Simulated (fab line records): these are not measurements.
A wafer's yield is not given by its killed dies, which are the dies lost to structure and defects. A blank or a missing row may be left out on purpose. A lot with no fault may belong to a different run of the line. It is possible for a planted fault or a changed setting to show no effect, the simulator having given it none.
One fault through the eyes of 2 desks | flow sky130 | each desk holds nothing but its own numbers, with what lay behind them at the end

== AT THE METROLOGY DESK ==
What the gauges read, lot by lot, whatever tool the lot ran on: means of the sampled wafers that have a number. A lot is out of limits, marked OUT, if its mean lies more than 4 standard deviations from the usual mean; the brackets give that distance.
Columns: A = cd-nm at SKY_METAL1_CD_MEAS_15, usual 139.6 nm
lot  | first seen here | A
L186 | day 32 19:52    | 139.2
L187 | day 33 12:20    | 140.1
L189 | day 33 22:01    | 139.5
L190 | day 34 04:19    | 61.1 (-49) OUT
L191 | day 34 15:38    | 47.8 (-57) OUT
L200 | day 37 01:35    | 138.1
L201 | day 37 06:22    | 135.5
L204 | day 38 08:28    | 136.6
L205 | day 38 13:04    | 139.0
L207 | day 39 09:11    | 140.9
L209 | day 39 21:08    | 141.3
This desk's verdict: out of limits on L190, L191, starting with L190 at day 34 04:19 (cd-nm at SKY_METAL1_CD_MEAS_15). L186, L187, L189, L200, L201, L204, L205, L207, L209 stayed within limits.

== AT THE TOOL OWNER'S DESK: krf-scanner-02 ==
The tool's own readings at SKY_METAL1_EXPOSE_12 (exposes mask MM1, target cd 140 nm): means of the sampled wafers that have a number, for each lot that ran on this tool. A lot is out of limits, marked OUT, if its mean lies more than 4 standard deviations from the usual mean; the brackets give that distance.
Columns: A = stage-vel-mm-s at SKY_METAL1_EXPOSE_12, usual 500.10 mm/s
lot  | first seen here | A
L186 | day 32 06:35    | 499.99
L187 | day 32 23:08    | 500.14
L190 | day 33 15:29    | 500.10
L191 | day 34 01:56    | 499.93
L200 | day 36 12:55    | 499.73
L201 | day 36 17:50    | 500.18
L207 | day 38 20:53    | 500.16
This desk's verdict: no lot among the 7 shows anything out of limits.

== ALL TOGETHER ==
On L190, L191, the metrology desk was in a position to raise an alarm at day 34 04:19.
Nothing out of limits was seen by the tool owner's desk.
The tool owner's desk has L190, L191 on record, within its limits.
SKY_METAL1_EXPOSE_12 was run on krf-scanner-02 by each of the lots named.

== WHAT THE SIMULATOR PUT IN ==
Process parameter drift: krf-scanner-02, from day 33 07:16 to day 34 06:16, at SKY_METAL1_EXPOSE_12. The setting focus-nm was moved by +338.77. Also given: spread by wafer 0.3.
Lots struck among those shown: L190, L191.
Delay in hours, fault start to first out-of-limits reading, per desk: metrology desk 21.
